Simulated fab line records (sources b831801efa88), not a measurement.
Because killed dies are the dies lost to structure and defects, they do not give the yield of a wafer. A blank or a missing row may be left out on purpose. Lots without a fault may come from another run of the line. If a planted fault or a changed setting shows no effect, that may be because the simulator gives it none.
Chamber matching -- flow sky130 -- SKY_VIA1_ETCH_14 on rieDiel-01: 4 sister chambers
The step etches BARC in N2/H2, stops on SiO2, time 45.9 s, target depth 60 nm. 8 wafers are shown with their chamber, then 9 later ones without.

## EACH WAFER AND ITS CHAMBER
wafer,chamber,drypumpMotorCurrentA (A),throttleValvePct (%)
L085.4,0,5.45,13.225
L084.5,2,6.15,13.232
L084.6,3,6.00,13.239
L087.1,2,6.17,13.232
L087.6,1,5.36,13.214
L089.3,0,5.42,13.241
L089.4,1,5.37,13.218
L089.6,3,6.06,13.215

## WAFERS WITHOUT THEIR CHAMBER
wafer,drypumpMotorCurrentA (A),throttleValvePct (%)
L092.2,5.43,13.232
L092.5,5.43,13.226
L092.6,5.41,13.236
L094.1,5.43,13.210
L094.3,6.02,13.227
L094.6,5.36,13.225
L096.2,5.45,13.234
L096.4,6.03,13.210
L096.6,5.45,13.228

## THE CHAMBER EACH PASSED THROUGH
wafer,from the rows above,in truth
L092.2,0,0
L092.5,0,0
L092.6,can't be placed: 0 or 1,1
L094.1,can't be placed: 0 or 1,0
L094.3,3,3
L094.6,1,1
L096.2,0,0
L096.4,3,3
L096.6,0,0
7 of 9 placed correctly. These rows do not allow placing 2 (true chamber among the candidates in 2). Number placed wrongly: 0.
How it was worked out, from the rows above alone: a wafer's distance from a chamber is the root of the sum, over the readings, of the square of ((its reading less the chamber's mean) divided by the reading's scatter). The wafer belongs to the nearest chamber; if the next one is less than 2 further off, it can't be placed. Each chamber's mean is taken over the wafers shown for it. The scatter is the square root of a quotient: the sum, over the shown wafers, of each reading's squared deviation from its chamber's mean, divided by wafers minus chambers.
